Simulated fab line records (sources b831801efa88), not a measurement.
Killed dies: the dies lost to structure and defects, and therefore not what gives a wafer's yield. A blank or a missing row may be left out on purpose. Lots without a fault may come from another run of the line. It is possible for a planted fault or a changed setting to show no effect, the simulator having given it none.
Which tool is to blame?	flow gf180mcu	72 wafers from 24 lots sampled at 6 of the route's 602 steps

WHAT THE GAUGES SHOWED, per wafer
GF_M1_RS_MEAS_05: measures by four-point-probe.
lot	measured	on	M1_ALCU_RS (ohm/sq)
L074	day 15 20:06	film-metro-03	0.0683 0.0684 0.0681
L075	day 16 07:17	film-metro-03	0.0712 0.0692 0.0715
L076	day 17 17:44	film-metro-04	0.0704 0.0716 0.0702
L077	day 17 23:25	film-metro-02	0.0679 0.0693 0.0691
L079	day 18 00:17	film-metro-02	0.0709 0.0694 0.0706
L078	day 18 02:01	film-metro-03	0.0685 0.0679 0.0695
L080	day 18 08:36	film-metro-04	0.0691 0.0710 0.0706
L081	day 18 22:55	film-metro-03	0.0698 0.0701 0.0705
L082	day 19 03:25	film-metro-04	0.0702 0.0691 0.0681
L083	day 19 18:46	film-metro-04	0.0690 0.0668 0.0674
L084	day 20 06:12	film-metro-03	0.0708 0.0680 0.0695
L085	day 20 12:49	film-metro-02	0.0683 0.0699 0.0678
L086	day 20 14:02	film-metro-03	0.0702 0.0690 0.0689
L087	day 20 23:58	film-metro-02	0.0707 0.0679 0.0698
L088	day 21 17:02	film-metro-02	0.0694 0.0691 0.0700
L089	day 21 19:56	film-metro-04	0.0690 0.0702 0.0690
L090	day 22 05:13	film-metro-04	0.0701 0.0703 0.0680
L091	day 22 09:10	film-metro-02	0.0686 0.0695 0.0705
L092	day 22 17:45	film-metro-02	0.0690 0.0687 0.0700
L093	day 23 01:47	film-metro-04	0.0693 0.0693 0.0680
L094	day 23 12:42	film-metro-04	0.0701 0.0691 0.0691
L095	day 23 16:08	film-metro-02	0.0692 0.0686 0.0706
L096	day 24 00:34	film-metro-04	0.0701 0.0691 0.0699
L097	day 24 09:11	film-metro-03	0.0695 0.0709 0.0714

GF_V5_THK_MEAS_01.
lot	measured	on	V5_CVD_00_THK (nm)
L074	day 25 21:33	film-metro-01	299 298 296
L075	day 26 07:17	film-metro-01	298 299 297
L076	day 27 15:18	film-metro-02	296 298 292
L077	day 27 19:14	film-metro-04	297 293 292
L079	day 27 20:04	film-metro-02	299 301 303
L078	day 27 21:59	film-metro-02	297 301 301
L080	day 28 02:39	film-metro-02	294 295 296
L081	day 28 16:25	film-metro-01	294 292 294
L082	day 28 19:53	film-metro-04	292 296 297
L083	day 29 08:47	film-metro-02	298 300 295
L084	day 29 17:18	film-metro-02	295 297 300
L085	day 29 21:48	film-metro-02	303 297 304
L086	day 29 22:15	film-metro-02	296 290 294
L087	day 30 07:28	film-metro-01	290 300 297
L088	day 30 18:46	film-metro-01	297 300 298
L089	day 30 22:43	film-metro-02	302 298 305
L090	day 31 06:51	film-metro-02	297 301 297
L091	day 31 09:24	film-metro-04	298 301 301
L092	day 31 17:11	film-metro-02	296 295 298
L093	day 31 23:08	film-metro-02	293 285 294
L094	day 32 05:05	film-metro-01	294 295 298
L095	day 32 08:32	film-metro-02	299 291 295
L096	day 32 14:25	film-metro-02	296 291 292
L097	day 32 22:11	film-metro-02	301 298 300

GF_TOP_METAL_RS_MEAS_05: measures by four-point-probe.
lot	measured	on	TOP_METAL_ALCU_RS (ohm/sq)
L074	day 26 20:05	film-metro-02	0.0323 0.0325 0.0324
L075	day 27 05:00	film-metro-03	0.0329 0.0328 0.0332
L076	day 28 12:43	film-metro-02	0.0337 0.0338 0.0338
L077	day 28 17:20	film-metro-01	0.0330 0.0327 0.0330
L079	day 28 18:07	film-metro-01	0.0330 0.0326 0.0325
L078	day 28 19:47	film-metro-02	0.0333 0.0331 0.0329
L080	day 29 00:43	film-metro-02	0.0333 0.0327 0.0329
L081	day 29 13:10	film-metro-02	0.0325 0.0326 0.0326
L082	day 29 17:28	film-metro-03	0.0330 0.0332 0.0329
L083	day 30 06:07	film-metro-03	0.0332 0.0326 0.0330
L084	day 30 15:22	film-metro-02	0.0338 0.0335 0.0334
L085	day 30 18:41	film-metro-03	0.0326 0.0334 0.0327
L086	day 30 19:22	film-metro-03	0.0331 0.0327 0.0327
L087	day 31 03:49	film-metro-02	0.0331 0.0334 0.0330
L088	day 31 14:47	film-metro-02	0.0321 0.0328 0.0326
L089	day 31 18:38	film-metro-01	0.0329 0.0328 0.0330
L090	day 32 01:58	film-metro-01	0.0330 0.0329 0.0327
L091	day 32 05:28	film-metro-02	0.0329 0.0329 0.0332
L092	day 32 12:40	film-metro-01	0.0330 0.0321 0.0325
L093	day 32 18:28	film-metro-01	0.0337 0.0324 0.0335
L094	day 33 00:31	film-metro-01	0.0330 0.0332 0.0330
L095	day 33 02:47	film-metro-03	0.0325 0.0327 0.0327
L096	day 33 09:16	film-metro-03	0.0329 0.0328 0.0327
L097	day 33 15:59	film-metro-02	0.0325 0.0332 0.0330

GF_TOP_METAL_CD_MEAS_14 targets a cd of 440 nm.
lot	measured	on	cd-nm (nm)
L074	day 27 15:24	cd-sem-01	437.3 436.4 435.8
L075	day 28 00:37	cd-sem-02	441.5 442.9 442.0
L076	day 29 07:43	cd-sem-01	439.1 437.0 438.4
L077	day 29 11:51	cd-sem-01	441.2 442.8 439.8
L079	day 29 12:44	cd-sem-02	439.2 439.8 442.4
L078	day 29 14:23	cd-sem-02	437.1 438.8 437.0
L080	day 29 19:38	cd-sem-01	439.4 435.7 440.2
L081	day 30 08:02	cd-sem-02	438.0 437.7 437.8
L082	day 30 12:52	cd-sem-02	444.0 445.5 442.5
L083	day 30 23:44	cd-sem-02	440.9 440.8 440.9
L084	day 31 09:07	cd-sem-01	439.1 440.7 439.3
L085	day 31 11:50	cd-sem-01	438.2 439.2 440.7
L086	day 31 12:46	cd-sem-01	443.6 445.4 444.3
L087	day 31 21:07	cd-sem-01	440.6 442.0 440.6
L088	day 32 08:01	cd-sem-02	441.3 444.4 443.0
L089	day 32 12:07	cd-sem-02	444.0 447.1 446.2
L090	day 32 17:38	cd-sem-02	440.8 440.8 439.0
L091	day 32 21:56	cd-sem-02	441.5 441.5 440.8
L092	day 33 04:49	cd-sem-01	440.3 438.5 439.3
L093	day 33 10:14	cd-sem-01	442.7 442.2 442.8
L094	day 33 16:24	cd-sem-01	437.8 441.3 439.5
L095	day 33 18:33	cd-sem-01	440.0 440.6 438.8
L096	day 33 23:48	cd-sem-02	442.6 443.9 440.8
L097	day 34 07:04	cd-sem-02	442.0 442.6 442.6

EACH LOT AND THE TOOL THAT RAN IT (in order: tool; ch and the chambers of the sampled wafers; start)
lot	GF_MIM_SPUTTER_01	GF_V5_ETCH_16
L074	pvd-sputter-03, day 24 00:36	rie-diel-01 ch 0,2,3, day 26 18:28
L075	pvd-sputter-03, day 24 11:29	rie-diel-01 ch 0,1,2, day 27 03:23
L076	pvd-sputter-03, day 25 21:37	rie-diel-04 ch 0,1,3, day 28 11:05
L077	pvd-sputter-04, day 26 01:25	rie-diel-04 ch 0,1,3, day 28 15:44
L079	pvd-sputter-04, day 26 02:12	rie-diel-01 ch 0,3, day 28 16:28
L078	pvd-sputter-01, day 26 04:02	rie-diel-04 ch 0,2, day 28 18:09
L080	pvd-sputter-04, day 26 10:26	rie-diel-03 ch 0,2,3, day 28 23:07
L081	pvd-sputter-04, day 26 22:58	rie-diel-01 ch 1,2, day 29 11:29
L082	pvd-sputter-03, day 27 03:31	rie-diel-04 ch 0,1,3, day 29 15:49
L083	pvd-sputter-04, day 27 16:31	rie-diel-01 ch 0,1,3, day 30 04:29
L084	pvd-sputter-04, day 28 01:16	rie-diel-03 ch 1,2,3, day 30 13:44
L085	pvd-sputter-01, day 28 07:10	rie-diel-01 ch 0,1,2, day 30 17:04
L086	pvd-sputter-04, day 28 07:50	rie-diel-03 ch 0,2,3, day 30 17:43
L087	pvd-sputter-04, day 28 16:27	rie-diel-01 ch 0,3, day 31 02:11
L088	pvd-sputter-04, day 29 04:13	rie-diel-04 ch 0,2, day 31 13:10
L089	pvd-sputter-03, day 29 08:12	rie-diel-04 ch 0,1,2, day 31 17:01
L090	pvd-sputter-03, day 29 16:55	rie-diel-03 ch 1,2,3, day 32 00:08
L091	pvd-sputter-04, day 29 19:17	rie-diel-04 ch 0,1,3, day 32 03:47
L092	pvd-sputter-03, day 30 03:33	rie-diel-04 ch 1,2,3, day 32 11:04
L093	pvd-sputter-01, day 30 10:16	rie-diel-01 ch 0,1,2, day 32 16:34
L094	pvd-sputter-04, day 30 16:29	rie-diel-01 ch 0,1,3, day 32 22:52
L095	pvd-sputter-03, day 30 20:41	rie-diel-01 ch 2,3, day 33 01:07
L096	pvd-sputter-04, day 31 03:22	rie-diel-04 ch 1,2,3, day 33 07:38
L097	pvd-sputter-04, day 31 11:08	rie-diel-01 ch 1,2,3, day 33 14:20
- GF_MIM_SPUTTER_01: material TiN, target thk 30 nm, time 25 s.
- GF_V5_ETCH_16: etches BARC in N2/H2.

WHAT THE TOOLS THEMSELVES READ (means of the sampled wafers that have a number; where no wafer has one, the mark that the record gives instead)
GF_MIM_SPUTTER_01.
lot	tool	throttle-valve-pct (%)
L074	pvd-sputter-03	30.7
L075	pvd-sputter-03	30.8
L076	pvd-sputter-03	30.5
L077	pvd-sputter-04	30.0
L079	pvd-sputter-04	30.0
L078	pvd-sputter-01	29.8
L080	pvd-sputter-04	29.9
L081	pvd-sputter-04	30.2
L082	pvd-sputter-03	30.6
L083	pvd-sputter-04	29.9
L084	pvd-sputter-04	29.4
L085	pvd-sputter-01	29.8
L086	pvd-sputter-04	29.8
L087	pvd-sputter-04	29.8
L088	pvd-sputter-04	29.8
L089	pvd-sputter-03	30.8
L090	pvd-sputter-03	30.8
L091	pvd-sputter-04	30.1
L092	pvd-sputter-03	30.6
L093	pvd-sputter-01	30.0
L094	pvd-sputter-04	29.9
L095	pvd-sputter-03	30.9
L096	pvd-sputter-04	29.5
L097	pvd-sputter-04	29.8

GF_V5_ETCH_16.
lot	tool	drypump-motor-current-A (A)	oes-product-au (a.u.)	throttle-valve-pct (%)
L074	rie-diel-01	5.6	0.851	13.224
L075	rie-diel-01	5.8	0.852	13.225
L076	rie-diel-04	5.6	0.858	13.230
L077	rie-diel-04	5.6	0.856	13.223
L079	rie-diel-01	6.0	0.859	13.219
L078	rie-diel-04	5.7	0.855	13.223
L080	rie-diel-03	5.9	0.854	13.220
L081	rie-diel-01	5.4	0.857	13.222
L082	rie-diel-04	5.6	0.855	13.235
L083	rie-diel-01	5.8	0.859	13.226
L084	rie-diel-03	5.7	0.859	13.226
L085	rie-diel-01	5.9	0.859	13.231
L086	rie-diel-03	5.9	0.852	13.227
L087	rie-diel-01	5.5	0.853	13.225
L088	rie-diel-04	5.8	0.858	13.225
L089	rie-diel-04	5.5	0.855	13.227
L090	rie-diel-03	5.7	0.857	13.219
L091	rie-diel-04	5.6	0.855	13.220
L092	rie-diel-04	5.7	0.853	13.224
L093	rie-diel-01	5.8	0.857	13.222
L094	rie-diel-01	5.8	0.858	13.234
L095	rie-diel-01	5.1	0.857	13.222
L096	rie-diel-04	5.7	0.854	13.215
L097	rie-diel-01	5.3	0.852	13.222

THE ANSWER, worked out from the rows above alone
Rule: the lots themselves supply what counts as usual. The widest of any qualifying gaps counts: lots, ordered by their means at a reading, are off when they make up no more than a third of the lots, leave a main group of 4 or more, and stand apart from it by 3 or more times the standard deviation of that group's means. A main group is skipped when, at the precision printed for the reading in the tables above, its means are all equal. Also off: a lot with no number at a reading for which 4 or more lots have one. Where the step has rows for the other lots, those lots are counted as sound. The gauges are gone through in route order, then the tools' own readings, and for those a lot's mean is taken as printed above. At the first step where some lot is off, the reading lying furthest off is the one used; lots without a number count as furthest.
Across all readings shown, no lot is off: no conclusion can be drawn from this.

WHAT THE SIMULATOR PUT IN
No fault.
